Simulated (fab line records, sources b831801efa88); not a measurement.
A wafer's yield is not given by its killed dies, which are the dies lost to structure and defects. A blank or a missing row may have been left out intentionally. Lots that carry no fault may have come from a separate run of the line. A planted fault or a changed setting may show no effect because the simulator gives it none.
2 desks, one fault -- flow gf180mcu -- what lay behind the numbers comes last; until then each desk has only its own

## THE METROLOGY DESK
Lot by lot, what the gauges showed, no matter which tool ran the lot: averages of those sampled wafers that carry a number. The brackets show how far a lot's mean lies from the usual mean; more than 4 standard deviations puts the lot out of limits, marked OUT.
Columns: A = V1_OVL at GF_V1_OVL_MEAS_15, usual -2 nm; B = V2_CVD_02_THK at GF_V2_THK_MEAS_03, usual 852 nm; C = V2_OVL at GF_V2_OVL_MEAS_15, usual -2 nm
lot,first seen here,A,B,C
L480,day 18 18:27,-1,853,7
L483,day 19 21:23,-1,848,-6
L484,day 20 03:05,1,848,1
L486,day 20 22:25,-0,845,4
L487,day 21 03:46,-5,857,2
L488,day 21 14:26,-2,861,0
L489,day 22 03:02,-2,817,-4
L490,day 22 08:23,-8,822,4
L491,day 22 14:02,1,847,-4
L499,day 25 08:29,2,845,-4
L500,day 25 10:44,-5,855,-5
L501,day 25 16:37,-1,859,2
This desk's finding: nothing out of limits on any of the 12 lots.

## AT THE TOOL OWNER'S DESK: pecvd-03
The tool's own readings at GF_V2_CVD_02 (deposits SiO2 from TEOS, target thk 850 nm, time 94.851 s): means of the sampled wafers that have a number, for each lot that ran on this tool. The brackets show how far a lot's mean lies from the usual mean; more than 4 standard deviations puts the lot out of limits, marked OUT.
Columns: A = heater-power-w at GF_V2_CVD_02, usual 595 W
lot,first seen here,A
L487,day 22 06:48,516
L488,day 22 16:49,620
L489,day 23 04:57,574
L490,day 23 09:43,546
This desk's finding: nothing out of limits on any of the 4 lots.

## PUT TOGETHER
Metrology desk: nothing out of limits seen.
The desk of the tool owner found nothing out of limits.

## WHAT HAD BEEN PUT IN BY THE SIMULATOR
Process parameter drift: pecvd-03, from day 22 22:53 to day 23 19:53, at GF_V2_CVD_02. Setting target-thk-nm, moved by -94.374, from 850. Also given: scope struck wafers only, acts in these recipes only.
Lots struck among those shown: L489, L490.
